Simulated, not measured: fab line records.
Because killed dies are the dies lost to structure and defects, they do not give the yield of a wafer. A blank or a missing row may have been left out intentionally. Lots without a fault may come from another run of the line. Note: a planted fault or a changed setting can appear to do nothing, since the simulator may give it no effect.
2 desks looking at one fault | flow sky130 | every desk sees just its own numbers, and what lay behind them comes last

## THE METROLOGY DESK
What the gauges read for every lot (on any tool): the sampled wafers with a number, averaged. If a lot's mean is further than 4 standard deviations from the usual mean, the lot is out of limits and carries the mark OUT (the distance appears in the brackets).
Columns: A = LDD_N_OVL at SKY_LDD_N_OVL_MEAS_07, usual 0.5 nm
lot  | first seen here | A
L543 | day 19 18:56    | 0.1
L549 | day 21 04:25    | -0.9
L552 | day 22 05:22    | 1.4
L553 | day 22 14:20    | 0.3
L561 | day 25 16:38    | 1.6
L563 | day 26 01:01    | 1.5
This desk's finding: nothing out of limits on any of the 6 lots.

## TOOL OWNER'S DESK, implanter-04
The tool's own readings at SKY_LDD_N_IMPLANT_12: means of the sampled wafers that have a number, for each lot that ran on this tool. If a lot's mean is further than 4 standard deviations from the usual mean, the lot is out of limits and carries the mark OUT (the distance appears in the brackets).
Columns: A = dose ions cm2 at SKY_LDD_N_IMPLANT_12, usual 5e+12; B = faraday current uA at SKY_LDD_N_IMPLANT_12, usual 28.2
lot  | first seen here | A                       | B
L549 | day 21 05:03    | 5e+12                   | 29.0
L552 | day 22 06:00    | 1e+13 (+99 or more) OUT | 55.4 (+49) OUT
L553 | day 22 15:00    | 1e+13 (+99 or more) OUT | 56.2 (+50) OUT
L561 | day 25 17:16    | 5e+12                   | 28.6
This desk's finding: out of limits on L552, L553; first on L552, day 22 06:00 (dose ions cm2 at SKY_LDD_N_IMPLANT_12). L549, L561: within limits.

## ALL TOGETHER
The tool owner's desk had the chance to raise an alarm at day 22 06:00 on L552, L553.
The metrology desk saw nothing out of limits.
The metrology desk holds a record of L552, L553, inside its limits.
SKY_LDD_N_IMPLANT_12 was run on implanter-04 by each of the lots named.

## WHAT HAD BEEN PUT IN BY THE SIMULATOR
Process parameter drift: implanter-04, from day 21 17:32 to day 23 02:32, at SKY_LDD_N_IMPLANT_12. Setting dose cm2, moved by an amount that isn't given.
Struck lots among those shown: L552, L553.
Each desk's first reading out of limits, in hours after the fault started: the tool owner's desk, 12.
